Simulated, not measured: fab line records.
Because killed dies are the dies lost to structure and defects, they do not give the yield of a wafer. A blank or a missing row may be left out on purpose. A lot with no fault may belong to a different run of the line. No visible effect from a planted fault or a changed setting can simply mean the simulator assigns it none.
Which of the tools did it?    flow sky130    11 lots, 30 wafers sampled, at 3 steps of a route of 708

== WHAT THE GAUGES SHOWED, per wafer ==
SKY_LOCAL_INTERCONNECT_CD_MEAS_11: target cd 170 nm.
lot   measured      on         cd_nm (nm)
L438  day 31 02:25  cd_sem-02  169.8 170.1 168.6
L444  day 32 17:49  cd_sem-01  169.1 167.3 169.7
L442  day 32 20:08  cd_sem-01  171.7 172.5 172.0
L446  day 33 14:52  cd_sem-02  169.1 169.4 168.8
L448  day 34 02:40  cd_sem-02  170.3 169.7 170.4
L450  day 34 12:13  cd_sem-01  170.4 170.2 171.5
L457  day 36 18:08  cd_sem-01  170.4 169.8
L458  day 36 20:02  cd_sem-02  165.6 166.9
L460  day 37 03:19  cd_sem-02  172.1 170.7 171.6
L459  day 37 07:07  cd_sem-02  172.3 171.0
L461  day 37 10:08  cd_sem-02  167.0 166.8 165.9

== TOOL THAT RAN EACH LOT (tool first, then ch and the chambers of the sampled wafers, then the start) ==
lot   SKY_SD_P_STRIP_10                     SKY_LI_CONTACT_CMP_02
L438  plasma_asher-04 ch 0,1, day 26 06:29  cmp-02 ch 0,1,3, day 28 17:26
L444  plasma_asher-03 ch 0,1, day 27 23:15  cmp-01 ch 0,1,3, day 30 09:47
L442  plasma_asher-04 ch 0,1, day 28 00:57  cmp-01 ch 1,2, day 30 10:27
L446  plasma_asher-04 ch 0,1, day 28 23:04  cmp-02 ch 0,2,3, day 31 07:48
L448  plasma_asher-03 ch 0, day 29 11:15    cmp-02 ch 0,2, day 31 20:17
L450  plasma_asher-03 ch 0,1, day 29 21:40  cmp-01 ch 1,2,3, day 32 05:41
L457  plasma_asher-01 ch 1, day 32 04:22    cmp-02 ch 0,1, day 34 11:10
L458  plasma_asher-03 ch 0,1, day 32 07:03  cmp-02 ch 0,2, day 34 13:14
L460  plasma_asher-04 ch 0,1, day 32 14:15  cmp-01 ch 1,2, day 34 21:20
L459  plasma_asher-03 ch 0,1, day 32 19:31  cmp-01 ch 1,2, day 35 01:33
L461  plasma_asher-04 ch 0,1, day 32 22:21  cmp-01 ch 1,3, day 35 04:44
- SKY_SD_P_STRIP_10: strips in O2/N2.
- SKY_LI_CONTACT_CMP_02: polishes PSG.

== AS READ BY THE TOOLS THEMSELVES (means over the sampled wafers that have a number; for cases with no such wafer, the mark the record gives instead) ==
SKY_SD_P_STRIP_10.
lot   tool             drypump_motor_current_A (A)  oes_product_au (a.u.)  strip_time_to_endpoint_s (s)
L438  plasma_asher-04  5.7                          0.612                  17.52
L444  plasma_asher-03  5.8                          0.618                  17.52
L442  plasma_asher-04  5.3                          0.621                  17.55
L446  plasma_asher-04  5.6                          0.619                  17.49
L448  plasma_asher-03  6.2                          0.613                  17.47
L450  plasma_asher-03  6.0                          0.615                  17.45
L457  plasma_asher-01  4.9                          0.625                  17.48
L458  plasma_asher-03  5.9                          0.623                  17.51
L460  plasma_asher-04  5.6                          0.617                  17.50
L459  plasma_asher-03  5.9                          0.615                  17.46
L461  plasma_asher-04  5.3                          0.609                  17.50

SKY_LI_CONTACT_CMP_02.
lot   tool    motor_current_A (A)  time_to_endpoint_s (s)
L438  cmp-02  12.2                 36
L444  cmp-01  12.9                 30
L442  cmp-01  12.8                 29
L446  cmp-02  11.2                 33
L448  cmp-02  10.9                 29
L450  cmp-01  13.5                 26
L457  cmp-02  11.1                 33
L458  cmp-02  10.8                 32
L460  cmp-01  13.1                 27
L459  cmp-01  12.8                 29
L461  cmp-01  13.9                 29

== THE ANSWER, worked out from the rows above alone ==
Rule: usual is defined by the lots themselves. The widest of any qualifying gaps counts: lots, ordered by their means at a reading, are off when they make up no more than a third of the lots, leave a main group of 4 or more, and stand apart from it by 3 or more times the standard deviation of that group's means. A main group is skipped when, at the precision printed for the reading in the tables above, its means are all equal. Also off: a lot with no number at a reading for which 4 or more lots have one. Any other lot the step has rows for is counted as sound. After the gauges, taken in route order, come the tools' own readings; for these a lot's mean is taken, as printed above. The first step at which some lot is off is used, and at that step the reading that is off furthest; a lot without a number counts as furthest.
No lot is off on any of the readings shown, so nothing can be concluded from this.

== WHAT THE SIMULATOR HAD INSERTED ==
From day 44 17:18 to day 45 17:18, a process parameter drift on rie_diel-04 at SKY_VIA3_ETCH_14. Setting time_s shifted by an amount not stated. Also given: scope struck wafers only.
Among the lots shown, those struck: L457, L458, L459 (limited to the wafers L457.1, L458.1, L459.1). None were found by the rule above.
